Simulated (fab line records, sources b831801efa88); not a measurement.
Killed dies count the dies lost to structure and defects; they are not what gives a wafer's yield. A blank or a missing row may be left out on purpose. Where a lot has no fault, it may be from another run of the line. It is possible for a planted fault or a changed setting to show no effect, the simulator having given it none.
fab line records	flow gf180mcu
record: lots: 24	wafers: 72	last-day: 34
route steps=602 shown CONTACT@291 M1@317 V1@339 V2@386
lots that met no fault: taken from a fault-free run of the same line
start-h: start of the lot's first displayed wafer, in hours after the record's first day	wait-h: time in hours since the lot's previous step	" same as the row above	L1.1+2: several wafers, shown together as one row	- no value, or no start was given	* or withheld: withheld	< > ~ a bound
route shown NAME@n: NAME is a module with steps in the file, n the number in the route of the first one	usual: mean/standard deviation of fault-free wafers	same: alike in all rows	chamber/n: place in a boat	sites: readings site by site	_std_site: how widely they spread, as a standard deviation	_edge_site: the outer-site mean with the inner-site mean subtracted	radius-mm: for every site, how far away it sits from the centre of the wafer	mask NAME#n: copy n	behind: tool/chamber where the wafer was last shaped	hold: the reason the lot was held/the length of the hold in hours/how it ended	device: transistor that didn't switch, given as n, p or np	end of line: tests of these same wafers at the route's end	where a step has no rows: the recipe by itself	killed: not the wafer's yield, but the dies lost to structure and defects at the first sort	map: the dies of a wafer, with x for killed, . for not killed, _ for no die there
set.NAME: setting as actually run; set.NAME@STEP: the setting as run at that earlier step	model.NAME: the simulator's own value behind a step, which no gauge read
the route's steps for a sample of lots (tables are steps, rows are wafers)
services: the hour from which a tool's chamber was out of use, counted from the record's first day as start-h (under 0 if before that day), plus the number of hours and why
== steps ==
step: GF_CONTACT_CMP_04
recipe: material: SiO2	down-force-psi: 4	platen-rpm: 60	pad-velocity-m-s: 0.94248
usual: head-pressure-psi: 4.000/0.0091	motor-current-A: 12.0/2	retaining-ring-pressure-frac: 1.000/0.0042	slurry-filter-dp-kPa: 13.48/0.13	time-to-endpoint-s: 114/5.4
lot.wafer	tool	chamber	start-h	wait-h	head-pressure-psi	motor-current-A	retaining-ring-pressure-frac	slurry-filter-dp-kPa	time-to-endpoint-s
L074.3	cmp-01	3	344.04	0.1	3.990	10.1	0.999	13.43	112
L074.1	"	1	"	"	4.006	12.9	1.002	13.32	106
L074.6	"	3	"	"	4.012	10.1	1.004	13.34	112
L075.3	cmp-01	1	349.74	0.0	4.006	12.5	1.008	13.45	114
L075.1	"	3	"	"	3.991	10.5	1.003	13.44	116
L075.2	"	0	"	"	4.002	13.0	1.005	13.63	118
L076.2	cmp-01	2	360.47	0.4	3.996	10.2	1.000	13.45	113
L076.6	"	3	"	"	4.000	10.6	0.996	13.52	123
L076.5	"	0	"	"	3.993	13.5	0.995	13.55	124
L077.4	cmp-01	3	364.93	0.1	4.005	10.2	1.005	13.51	123
L077.1	"	0	"	"	4.003	13.1	0.994	13.39	115
L077.6	"	0	"	"	3.992	13.7	1.002	13.28	120
L078.4	cmp-01	3	378.24	0.0	4.001	10.5	0.995	13.35	117
L078.3	"	0	"	"	3.990	13.5	0.995	13.43	110
L078.2	"	2	"	"	4.012	10.1	0.994	13.65	112
L079.3	cmp-01	0	388.60	0.0	3.994	14.0	1.006	13.62	114
L079.4	"	1	"	"	4.005	12.8	1.006	13.26	116
L079.5	"	0	"	"	3.994	13.5	0.999	13.48	116
L080.2	cmp-02	3	393.53	0.1	4.013	10.1	1.002	13.56	101
L080.3	"	0	"	"	3.999	16.9	0.995	13.67	107
L080.6	"	2	"	"	4.003	10.9	1.003	13.40	115
L081.4	cmp-01	3	399.11	0.1	3.993	10.3	1.003	13.47	115
L081.6	"	2	"	"	4.020	9.7	1.001	13.58	122
L081.5	"	3	"	"	3.994	9.7	1.003	13.50	119
L082.4	cmp-02	1	407.44	0.1	4.004	15.0	1.007	13.43	117
L082.1	"	2	"	"	3.987	11.4	1.006	13.77	111
L082.6	"	0	"	"	4.017	16.4	0.998	13.28	113
L083.4	cmp-02	2	426.42	0.1	3.989	11.0	1.000	13.61	119
L083.6	"	0	"	"	3.980	15.2	0.999	13.44	114
L083.5	"	1	"	"	4.013	14.4	1.000	13.51	121
L084.4	cmp-01	1	438.36	0.1	4.014	12.1	0.998	13.56	119
L084.3	"	2	"	"	4.008	10.3	1.000	13.39	118
L084.2	"	3	"	"	4.011	9.9	0.994	13.52	116
L085.4	cmp-02	0	443.18	0.1	4.011	15.6	0.992	13.23	118
L085.3	"	1	"	"	4.018	14.6	1.004	13.66	118
L085.5	"	3	"	"	4.006	10.7	1.010	13.55	113
L086.1	cmp-01	0	461.96	0.1	3.983	12.7	0.995	13.45	109
L086.4	"	1	"	"	3.999	13.3	1.003	13.16	106
L086.5	"	3	"	"	4.007	9.5	1.002	13.55	108
L087.3	cmp-01	3	479.40	0.0	3.993	9.7	0.997	13.78	106
L087.1	"	0	"	"	3.994	13.5	0.999	13.48	109
L087.4	"	2	"	"	3.995	9.6	0.990	13.42	113
L089.1	cmp-01	1	481.72	0.1	4.000	12.8	1.001	13.59	110
L089.4	"	0	"	"	4.002	13.5	0.992	13.42	118
L089.6	"	1	"	"	4.004	12.5	1.008	13.39	118
L088.4	cmp-02	2	481.84	0.1	3.999	11.7	1.006	13.51	113
L088.6	"	1	"	"	3.989	13.9	0.995	13.45	107
L088.5	"	2	"	"	4.009	10.8	1.002	13.39	117
L090.4	cmp-01	3	493.08	0.0	3.989	10.3	1.004	13.55	115
L090.3	"	1	"	"	3.995	12.4	1.002	13.49	118
L090.6	"	0	"	"	4.000	13.1	1.001	13.64	121
L091.1	cmp-01	2	496.78	0.1	3.994	10.1	0.996	13.35	111
L091.2	"	3	"	"	3.994	10.7	1.001	13.64	109
L091.6	"	3	"	"	3.993	10.2	0.995	13.53	107
L092.4	cmp-01	1	502.39	0.1	3.992	13.2	0.998	13.48	114
L092.2	"	2	"	"	4.001	9.7	1.005	13.48	107
L092.6	"	3	"	"	3.998	10.6	0.995	13.39	111
L093.4	cmp-02	1	509.18	0.2	4.002	14.5	1.000	13.42	126
L093.6	"	2	"	"	3.994	10.6	1.006	13.59	118
L093.5	"	3	"	"	4.003	10.5	1.005	13.83	121
L094.1	cmp-02	1	518.09	0.1	3.997	14.4	1.000	13.35	122
L094.6	"	1	"	"	4.008	13.8	1.002	13.52	124
L094.5	"	2	"	"	4.023	11.5	0.995	13.28	116
L095.1	cmp-02	0	523.70	0.1	4.006	16.6	0.997	13.22	120
L095.3	"	1	"	"	4.014	14.2	0.995	13.37	118
L095.2	"	2	"	"	3.998	11.0	1.003	13.61	123
L096.3	cmp-01	3	530.77	0.1	4.001	10.2	1.004	13.58	112
L096.1	"	0	"	"	4.000	13.4	1.004	13.50	120
L096.6	"	3	"	"	3.994	10.6	1.002	13.50	111
L097.1	cmp-01	0	543.37	0.1	3.986	14.1	1.003	13.39	112
L097.3	"	2	"	"	3.990	10.2	1.000	13.40	110
L097.2	"	3	"	"	3.995	10.6	1.008	13.60	106
step: GF_M1_SPUTTER_02
recipe: material: AlCu	target-thk-nm: 450	power-w: 10600	time-s: 23.9	chamber-pressure-pa: 0.4
usual: throttle-valve-pct: 29.7/1.1
lot.wafer	tool	chamber	start-h	wait-h	throttle-valve-pct
L074.1	pvd-sputter-02	-	367.64	0.0	30.1
L074.3	"	-	"	"	30.0
L074.6	"	-	"	"	30.2
L075.1	pvd-sputter-02	-	373.27	0.0	29.9
L075.2	"	-	"	"	30.0
L075.3	"	-	"	"	30.1
L076.2	pvd-sputter-02	-	384.99	0.0	30.3
L076.5	"	-	"	"	30.5
L076.6	"	-	"	"	29.8
L077.1	pvd-sputter-04	-	389.64	0.0	30.8
L077.4	"	-	"	"	27.9
L077.6	"	-	"	"	27.7
L078.2	pvd-sputter-04	-	403.21	0.0	28.6
L078.3	"	-	"	"	27.8
L078.4	"	-	"	"	30.0
L079.3	pvd-sputter-03	-	413.93	0.0	31.6
L079.4	"	-	"	"	31.7
L079.5	"	-	"	"	32.0
L080.2	pvd-sputter-04	-	418.69	0.0	31.2
L080.3	"	-	"	"	30.0
L080.6	"	-	"	"	30.2
L081.4	pvd-sputter-02	-	424.68	0.0	29.4
L081.5	"	-	"	"	29.6
L081.6	"	-	"	"	30.3
L082.1	pvd-sputter-04	-	432.88	0.0	30.4
L082.4	"	-	"	"	31.3
L082.6	"	-	"	"	28.8
L083.4	pvd-sputter-04	-	452.73	0.0	28.6
L083.5	"	-	"	"	31.0
L083.6	"	-	"	"	27.9
L084.2	pvd-sputter-04	-	464.01	0.0	28.6
L084.3	"	-	"	"	30.4
L084.4	"	-	"	"	27.9
L085.3	pvd-sputter-02	-	469.38	0.0	29.7
L085.4	"	-	"	"	30.2
L085.5	"	-	"	"	30.1
L086.1	pvd-sputter-02	-	487.48	0.0	30.4
L086.4	"	-	"	"	28.2
L086.5	"	-	"	"	29.7
L087.1	pvd-sputter-03	-	504.88	0.0	31.5
L087.3	"	-	"	"	31.5
L087.4	"	-	"	"	30.1
L089.1	pvd-sputter-02	-	507.53	0.0	28.6
L089.4	"	-	"	"	30.1
L089.6	"	-	"	"	29.7
L088.4	pvd-sputter-04	-	508.01	0.0	27.6
L088.5	"	-	"	"	28.4
L088.6	"	-	"	"	30.4
L090.3	pvd-sputter-02	-	518.87	0.0	28.4
L090.4	"	-	"	"	29.8
L090.6	"	-	"	"	30.1
L091.1	pvd-sputter-02	-	521.77	0.0	29.6
L091.2	"	-	"	"	29.8
L091.6	"	-	"	"	28.3
L092.2	pvd-sputter-04	-	527.36	0.0	27.8
L092.4	"	-	"	"	30.3
L092.6	"	-	"	"	30.3
L093.4	pvd-sputter-02	-	534.64	0.0	30.2
L093.5	"	-	"	"	30.2
L093.6	"	-	"	"	30.0
L094.1	pvd-sputter-03	-	542.94	0.0	32.3
L094.5	"	-	"	"	31.7
L094.6	"	-	"	"	31.4
L095.1	pvd-sputter-02	-	548.22	0.0	29.7
L095.2	"	-	"	"	30.2
L095.3	"	-	"	"	28.1
L096.1	pvd-sputter-04	-	556.16	0.0	28.7
L096.3	"	-	"	"	28.0
L096.6	"	-	"	"	30.3
L097.1	pvd-sputter-02	-	567.61	0.0	28.3
L097.2	"	-	"	"	29.7
L097.3	"	-	"	"	30.0
step: GF_M1_CD_MEAS_14
recipe: target-cd-nm: 230
usual: cd-nm: 230.1/1.2
lot.wafer	tool	chamber	start-h	wait-h	cd-nm
L074.1	cd-sem-02	-	390.64	0.1	230.6
L074.3	"	-	"	"	231.1
L074.6	"	-	"	"	230.5
L075.1	cd-sem-02	-	396.49	0.1	231.2
L075.2	"	-	"	"	230.8
L075.3	"	-	"	"	230.6
L076.2	cd-sem-02	-	408.30	0.1	229.7
L076.5	"	-	"	"	228.1
L076.6	"	-	"	"	229.6
L077.1	cd-sem-01	-	413.48	0.1	229.1
L077.4	"	-	"	"	228.3
L077.6	"	-	"	"	229.9
L078.2	cd-sem-02	-	426.93	0.1	231.0
L078.3	"	-	"	"	231.1
L078.4	"	-	"	"	230.3
L079.3	cd-sem-02	-	438.11	0.1	229.9
L079.4	"	-	"	"	229.1
L079.5	"	-	"	"	230.3
L080.2	cd-sem-02	-	443.10	0.1	231.5
L080.3	"	-	"	"	231.3
L080.6	"	-	"	"	230.9
L081.4	cd-sem-02	-	449.18	0.1	229.9
L081.5	"	-	"	"	229.4
L081.6	"	-	"	"	229.1
L082.1	cd-sem-01	-	457.17	0.1	228.8
L082.4	"	-	"	"	227.8
L082.6	"	-	"	"	229.2
L083.4	cd-sem-01	-	477.18	0.1	232.1
L083.5	"	-	"	"	231.9
L083.6	"	-	"	"	231.8
L084.2	cd-sem-02	-	488.33	0.1	230.8
L084.3	"	-	"	"	231.7
L084.4	"	-	"	"	232.4
L085.3	cd-sem-01	-	493.57	0.1	229.5
L085.4	"	-	"	"	229.1
L085.5	"	-	"	"	230.6
L086.1	cd-sem-02	-	510.91	0.1	229.5
L086.4	"	-	"	"	231.3
L086.5	"	-	"	"	229.3
L087.1	cd-sem-02	-	528.22	0.1	229.3
L087.3	"	-	"	"	229.5
L087.4	"	-	"	"	229.1
L089.1	cd-sem-01	-	531.07	0.1	230.8
L089.4	"	-	"	"	230.4
L089.6	"	-	"	"	231.1
L088.4	cd-sem-02	-	531.32	0.1	231.6
L088.5	"	-	"	"	230.5
L088.6	"	-	"	"	231.3
L090.3	cd-sem-01	-	541.97	0.1	229.7
L090.4	"	-	"	"	229.0
L090.6	"	-	"	"	230.4
L091.1	cd-sem-01	-	544.56	0.1	230.2
L091.2	"	-	"	"	229.5
L091.6	"	-	"	"	230.2
L092.2	cd-sem-01	-	550.29	0.1	229.7
L092.4	"	-	"	"	229.7
L092.6	"	-	"	"	229.7
L093.4	cd-sem-02	-	557.79	0.1	230.1
L093.5	"	-	"	"	228.3
L093.6	"	-	"	"	228.8
L094.1	cd-sem-02	-	565.53	0.1	227.5
L094.5	"	-	"	"	228.7
L094.6	"	-	"	"	228.5
L095.1	cd-sem-02	-	570.26	0.1	228.2
L095.2	"	-	"	"	227.8
L095.3	"	-	"	"	229.3
L096.1	cd-sem-02	-	577.93	0.1	229.3
L096.3	"	-	"	"	228.7
L096.6	"	-	"	"	229.4
L097.1	cd-sem-02	-	589.27	0.1	234.0
L097.2	"	-	"	"	231.1
L097.3	"	-	"	"	232.0
step: GF_V1_CMP_04
recipe: material: SiO2	down-force-psi: 4	platen-rpm: 60	pad-velocity-m-s: 0.94248
usual: head-pressure-psi: 4.001/0.0086	motor-current-A: 12.2/2.2	retaining-ring-pressure-frac: 1.000/0.0051	slurry-filter-dp-kPa: 13.51/0.15	time-to-endpoint-s: 81/5.2
lot.wafer	tool	chamber	start-h	wait-h	head-pressure-psi	motor-current-A	retaining-ring-pressure-frac	slurry-filter-dp-kPa	time-to-endpoint-s
L074.3	cmp-02	3	391.72	0.0	4.009	10.4	0.992	13.52	79
L074.1	"	0	"	"	3.998	16.5	0.999	13.64	74
L074.6	"	0	"	"	4.005	16.6	0.996	13.30	78
L075.2	cmp-02	1	397.57	0.0	4.004	13.6	0.998	13.53	77
L075.3	"	2	"	"	3.990	11.2	1.005	13.43	75
L075.1	"	3	"	"	4.028	10.2	1.003	13.29	66
L076.2	cmp-02	3	409.46	0.1	4.001	10.1	1.002	13.54	70
L076.6	"	1	"	"	3.996	14.9	1.003	13.65	76
L076.5	"	2	"	"	4.009	11.0	0.997	13.34	83
L077.4	cmp-02	3	414.56	0.0	3.996	10.3	0.997	13.77	79
L077.1	"	0	"	"	4.009	17.0	0.990	13.56	79
L077.6	"	0	"	"	4.002	15.3	0.999	13.57	79
L078.4	cmp-02	3	428.00	0.0	3.991	9.7	0.999	13.40	81
L078.3	"	0	"	"	3.981	15.8	0.996	13.56	79
L078.2	"	2	"	"	4.013	11.3	0.998	13.65	87
L079.3	cmp-01	2	439.15	0.0	4.008	10.4	1.001	13.57	81
L079.4	"	0	"	"	4.009	14.1	0.997	13.47	82
L079.5	"	3	"	"	3.993	10.3	1.002	13.21	83
L080.3	cmp-02	2	444.16	0.0	4.012	10.8	0.998	13.45	85
L080.2	"	3	"	"	3.992	10.2	1.001	13.61	81
L080.6	"	3	"	"	3.985	10.4	1.001	13.33	80
L081.4	cmp-02	1	450.36	0.2	3.995	15.1	0.993	13.31	96
L081.6	"	2	"	"	3.999	11.0	1.003	13.62	91
L081.5	"	3	"	"	4.015	10.3	1.013	13.28	77
L082.1	cmp-02	2	458.30	0.1	3.997	10.5	1.000	13.64	75
L082.4	"	1	"	"	4.006	14.3	1.009	13.70	86
L082.6	"	2	"	"	3.994	10.9	0.999	13.44	87
L083.4	cmp-01	1	478.45	0.2	3.985	12.4	0.995	13.52	82
L083.6	"	2	"	"	3.994	10.0	1.001	13.60	81
L083.5	"	3	"	"	4.006	10.2	1.012	13.70	80
L084.3	cmp-02	1	489.45	0.0	4.001	14.8	0.996	13.84	77
L084.4	"	2	"	"	4.006	10.7	0.999	13.52	83
L084.2	"	3	"	"	3.992	10.3	0.999	13.80	80
L085.4	cmp-01	3	494.61	0.0	4.015	10.0	1.003	13.59	75
L085.3	"	2	"	"	4.017	10.0	1.002	13.59	78
L085.5	"	3	"	"	4.006	10.3	0.997	13.53	76
L086.4	cmp-01	3	512.04	0.1	3.995	10.4	0.999	13.23	86
L086.1	"	1	"	"	3.985	12.9	1.004	13.39	74
L086.5	"	2	"	"	3.995	10.0	0.995	13.71	86
L087.3	cmp-01	2	529.46	0.0	4.006	10.1	0.999	13.48	70
L087.4	"	3	"	"	3.992	10.5	1.006	13.28	78
L087.1	"	1	"	"	4.001	12.3	0.996	13.66	76
L089.4	cmp-02	2	532.28	0.0	4.003	11.0	1.004	13.39	91
L089.1	"	1	"	"	4.005	14.7	0.995	13.51	87
L089.6	"	2	"	"	3.992	11.3	0.998	13.46	88
L088.4	cmp-01	0	532.52	0.2	3.996	13.4	0.986	13.57	86
L088.6	"	1	"	"	3.998	12.7	0.999	13.39	81
L088.5	"	2	"	"	4.001	9.9	1.011	13.41	81
L090.3	cmp-01	2	543.07	0.1	3.996	10.2	1.005	13.22	77
L090.4	"	3	"	"	4.008	10.2	0.998	13.45	82
L090.6	"	1	"	"	3.996	12.4	0.988	13.61	86
L091.1	cmp-02	3	545.64	0.1	3.998	10.6	1.008	13.36	74
L091.2	"	1	"	"	4.004	14.8	0.991	13.44	82
L091.6	"	3	"	"	3.993	10.7	1.004	13.25	77
L092.4	cmp-01	1	551.74	0.1	4.005	13.1	0.997	13.52	81
L092.2	"	2	"	"	3.993	10.0	1.010	13.46	78
L092.6	"	0	"	"	3.983	13.9	1.006	13.84	84
L093.4	cmp-02	1	558.91	0.1	3.998	14.7	0.994	13.55	78
L093.6	"	3	"	"	3.994	10.3	0.991	13.39	76
L093.5	"	0	"	"	3.992	14.8	0.992	13.45	78
L094.1	cmp-02	0	567.17	0.2	4.002	16.5	1.001	13.48	75
L094.5	"	1	"	"	4.009	14.4	1.008	13.24	86
L094.6	"	2	"	"	4.007	11.7	1.002	13.52	89
L095.2	cmp-01	2	571.34	0.0	3.997	10.1	0.996	13.71	90
L095.1	"	3	"	"	3.998	10.2	1.003	13.57	77
L095.3	"	0	"	"	4.001	13.6	1.006	13.54	83
L096.1	cmp-01	1	579.14	0.1	3.998	13.3	1.001	13.32	80
L096.3	"	2	"	"	4.010	10.1	1.002	13.50	80
L096.6	"	3	"	"	3.985	9.8	1.001	13.50	85
L097.3	cmp-01	0	590.35	0.0	3.998	13.1	1.001	13.43	88
L097.1	"	2	"	"	3.986	9.8	1.006	13.64	88
L097.2	"	3	"	"	3.990	10.1	0.998	13.39	84
step: GF_V2_CMP_04
recipe: material: SiO2	down-force-psi: 4	platen-rpm: 60	pad-velocity-m-s: 0.94248
usual: head-pressure-psi: 4.000/0.0091	motor-current-A: 12.4/2.2	retaining-ring-pressure-frac: 0.999/0.0055	slurry-filter-dp-kPa: 13.52/0.13	time-to-endpoint-s: 80/6.1
lot.wafer	tool	chamber	start-h	wait-h	head-pressure-psi	motor-current-A	retaining-ring-pressure-frac	slurry-filter-dp-kPa	time-to-endpoint-s
L074.3	cmp-01	1	443.16	0.0	3.989	12.9	1.007	13.42	82
L074.1	"	0	"	"	3.998	12.9	1.000	13.40	81
L074.6	"	1	"	"	4.004	12.4	1.004	13.52	84
L075.2	cmp-02	1	448.96	0.0	4.018	14.7	1.004	13.49	82
L075.3	"	3	"	"	4.004	10.4	1.000	13.49	70
L075.1	"	0	"	"	4.000	16.4	1.006	13.62	77
L076.2	cmp-02	2	461.74	0.2	3.985	11.4	0.992	13.57	85
L076.6	"	3	"	"	3.998	11.0	1.002	13.58	83
L076.5	"	0	"	"	4.013	16.3	0.992	13.82	85
L077.4	cmp-01	2	466.33	0.1	3.995	10.0	1.003	13.80	83
L077.1	"	3	"	"	4.008	10.5	0.995	13.57	84
L077.6	"	1	"	"	4.005	12.6	0.986	13.59	82
L078.4	cmp-02	1	480.35	0.0	4.018	14.5	0.999	13.49	82
L078.2	"	2	"	"	3.993	11.5	0.996	13.44	79
L078.3	"	3	"	"	3.979	9.6	1.002	13.47	70
L079.3	cmp-01	1	491.04	0.0	3.988	12.6	0.991	13.41	71
L079.4	"	2	"	"	4.006	10.1	0.987	13.60	82
L079.5	"	1	"	"	3.996	12.9	0.997	13.69	79
L080.2	cmp-01	2	496.01	0.0	3.995	9.9	0.997	13.40	78
L080.3	"	0	"	"	3.991	13.7	0.992	13.56	83
L080.6	"	2	"	"	3.990	10.1	1.000	13.53	87
L081.4	cmp-02	2	501.85	0.2	4.001	10.9	0.999	13.42	82
L081.6	"	3	"	"	4.007	10.2	0.998	13.57	77
L081.5	"	0	"	"	4.016	16.2	1.005	13.38	81
L082.4	cmp-01	3	509.45	0.1	4.014	10.1	0.995	13.44	79
L082.1	"	1	"	"	4.004	12.5	1.001	13.40	75
L082.6	"	3	"	"	4.003	10.5	1.006	13.35	83
L083.4	cmp-02	3	528.57	0.1	4.004	10.5	0.994	13.46	80
L083.6	"	1	"	"	4.011	14.6	0.995	13.61	94
L083.5	"	2	"	"	3.988	11.2	0.997	13.53	88
L084.4	cmp-02	1	539.53	0.1	3.992	14.2	1.003	13.84	87
L084.3	"	2	"	"	4.005	11.4	1.000	13.27	85
L084.2	"	3	"	"	3.980	10.6	0.991	13.58	73
L085.3	cmp-01	0	544.55	0.1	3.996	13.7	1.005	13.54	86
L085.4	"	2	"	"	4.021	10.1	0.999	13.53	85
L085.5	"	3	"	"	3.995	10.1	1.000	13.63	75
L086.1	cmp-01	2	561.67	0.1	4.005	10.3	1.003	13.60	80
L086.4	"	3	"	"	4.003	10.2	1.008	13.58	87
L086.5	"	1	"	"	4.002	12.6	1.004	13.61	85
L087.4	cmp-02	0	579.53	0.1	3.992	17.4	0.996	13.38	72
L087.3	"	1	"	"	3.994	14.3	1.002	13.44	72
L087.1	"	2	"	"	3.998	10.7	1.004	13.39	70
L089.1	cmp-02	0	580.18	0.1	4.003	15.8	1.004	13.52	67
L089.4	"	1	"	"	4.003	14.8	1.000	13.92	80
L089.6	"	0	"	"	4.008	15.7	1.002	13.58	73
L088.4	cmp-01	3	580.48	0.0	3.998	10.3	0.994	13.41	87
L088.6	"	3	"	"	4.005	10.1	0.992	13.61	81
L088.5	"	0	"	"	3.998	13.0	0.996	13.61	86
L090.3	cmp-01	0	590.03	0.0	4.004	14.1	0.995	13.64	82
L090.4	"	2	"	"	4.004	10.8	1.005	13.69	79
L090.6	"	1	"	"	3.998	13.4	1.004	13.61	81
L091.1	cmp-01	1	593.63	0.1	3.994	12.5	0.996	13.38	79
L091.2	"	3	"	"	4.009	10.0	0.997	13.52	80
L091.6	"	0	"	"	3.996	14.5	1.006	13.58	88
L092.2	cmp-02	1	598.67	0.1	3.988	14.5	0.991	13.48	76
L092.4	"	2	"	"	4.001	11.0	0.998	13.48	75
L092.6	"	3	"	"	3.988	10.3	1.001	13.51	73
L093.4	cmp-01	2	605.53	0.2	4.006	9.5	0.997	13.42	86
L093.5	"	3	"	"	3.993	9.9	0.999	13.51	76
L093.6	"	0	"	"	4.006	13.7	0.999	13.34	83
L094.1	cmp-02	1	614.11	0.5	3.997	15.4	1.007	13.48	80
L094.6	"	3	"	"	3.995	10.5	1.002	13.62	74
L094.5	"	0	"	"	4.009	16.5	0.999	13.52	75
L095.2	cmp-02	1	618.05	0.0	4.001	14.9	0.997	13.60	80
L095.1	"	3	"	"	3.993	10.7	1.000	13.54	65
L095.3	"	0	"	"	3.997	16.8	1.014	13.52	68
L096.3	cmp-02	2	623.60	0.0	3.994	11.5	1.003	13.55	80
L096.1	"	0	"	"	4.011	16.6	1.007	13.31	71
L096.6	"	2	"	"	4.022	11.2	1.004	13.40	85
L097.1	cmp-02	3	635.89	0.1	3.975	9.8	1.009	13.59	80
L097.2	"	0	"	"	3.986	16.1	0.996	13.63	73
L097.3	"	1	"	"	4.004	14.7	1.005	13.61	78
step: GF_V2_SPUTTER_22
recipe: material: TiN	target-thk-nm: 10	chamber-pressure-pa: 5	power-w: 4000	time-s: 40
usual: throttle-valve-pct: 30.6/0.97
lot.wafer	tool	chamber	start-h	wait-h	throttle-valve-pct
L074.1	pvd-sputter-04	-	469.04	0.0	30.1
L074.3	"	-	"	"	27.8
L074.6	"	-	"	"	30.9
L075.1	pvd-sputter-01	-	474.69	0.0	29.7
L075.2	"	-	"	"	30.6
L075.3	"	-	"	"	31.2
L076.2	pvd-sputter-03	-	486.85	0.0	32.0
L076.5	"	-	"	"	30.1
L076.6	"	-	"	"	31.7
L077.1	pvd-sputter-03	-	491.49	0.0	32.0
L077.4	"	-	"	"	32.2
L077.6	"	-	"	"	31.8
L078.2	pvd-sputter-01	-	505.23	0.0	31.1
L078.3	"	-	"	"	30.5
L078.4	"	-	"	"	30.7
L079.3	pvd-sputter-01	-	515.98	0.0	30.8
L079.4	"	-	"	"	30.2
L079.5	"	-	"	"	29.9
L080.2	pvd-sputter-01	-	520.87	0.0	30.9
L080.3	"	-	"	"	30.5
L080.6	"	-	"	"	29.8
L081.4	pvd-sputter-01	-	526.47	0.0	31.0
L081.5	"	-	"	"	30.0
L081.6	"	-	"	"	30.5
L082.1	pvd-sputter-01	-	534.04	0.0	30.0
L082.4	"	-	"	"	31.1
L082.6	"	-	"	"	29.6
L083.4	pvd-sputter-04	-	552.69	0.0	27.8
L083.5	"	-	"	"	30.4
L083.6	"	-	"	"	31.0
L084.2	pvd-sputter-01	-	564.34	0.0	30.4
L084.3	"	-	"	"	29.7
L084.4	"	-	"	"	30.8
L085.3	pvd-sputter-04	-	567.34	0.0	27.6
L085.4	"	-	"	"	28.8
L085.5	"	-	"	"	27.5
L086.1	pvd-sputter-03	-	584.79	0.0	29.8
L086.4	"	-	"	"	31.6
L086.5	"	-	"	"	31.9
L087.1	pvd-sputter-01	-	601.61	0.0	30.4
L087.3	"	-	"	"	30.6
L087.4	"	-	"	"	30.8
L089.1	pvd-sputter-01	-	602.83	0.0	31.0
L089.4	"	-	"	"	30.6
L089.6	"	-	"	"	30.8
L088.4	pvd-sputter-04	-	603.18	0.0	28.9
L088.5	"	-	"	"	30.7
L088.6	"	-	"	"	30.5
L090.3	pvd-sputter-01	-	612.69	0.0	29.7
L090.4	"	-	"	"	31.0
L090.6	"	-	"	"	29.7
L091.1	pvd-sputter-03	-	616.29	0.0	31.7
L091.2	"	-	"	"	32.2
L091.6	"	-	"	"	29.7
L092.2	pvd-sputter-03	-	620.94	0.0	30.1
L092.4	"	-	"	"	31.6
L092.6	"	-	"	"	31.6
L093.4	pvd-sputter-01	-	627.31	0.0	30.5
L093.5	"	-	"	"	30.8
L093.6	"	-	"	"	30.8
L094.1	pvd-sputter-01	-	635.44	0.0	31.0
L094.5	"	-	"	"	29.9
L094.6	"	-	"	"	30.5
L095.1	pvd-sputter-01	-	639.43	0.0	29.7
L095.2	"	-	"	"	30.7
L095.3	"	-	"	"	31.2
L096.1	pvd-sputter-01	-	644.61	0.0	30.3
L096.3	"	-	"	"	30.6
L096.6	"	-	"	"	29.9
L097.1	pvd-sputter-03	-	657.69	0.0	29.9
L097.2	"	-	"	"	31.8
L097.3	"	-	"	"	32.1
== services ==
tool	chamber	start-h	hours	kind
pvd-sputter-02	-	347.69	1.7	repair
cmp-02	-	354.07	10.0	repair
cmp-02	-	355.45	0.8	repair
cmp-02	-	364.07	4.6	pm
cmp-01	-	383.81	1.2	repair
pvd-sputter-04	-	390.45	0.9	repair
cmp-01	-	404.09	4.0	pm
pvd-sputter-04	-	408.18	2.1	repair
cmp-01	-	410.73	1.0	repair
cmp-01	-	448.59	1.0	repair
cmp-02	-	503.06	2.1	repair
cmp-02	-	506.45	0.8	repair
pvd-sputter-01	-	519.28	1.2	repair
cmp-02	-	540.64	3.2	repair
cmp-02	-	542.60	0.5	repair
cmp-01	-	547.25	0.5	repair
pvd-sputter-02	-	549.32	2.9	repair
cmp-02	-	551.10	6.3	pm
cmp-01	-	554.29	1.4	repair
pvd-sputter-04	-	568.94	2.7	repair
cmp-02	-	572.11	4.0	pm
cmp-01	-	608.13	10.2	pm
cmp-02	-	646.99	2.6	repair
cmp-01	-	649.85	5.0	pm
== key ==
fault none
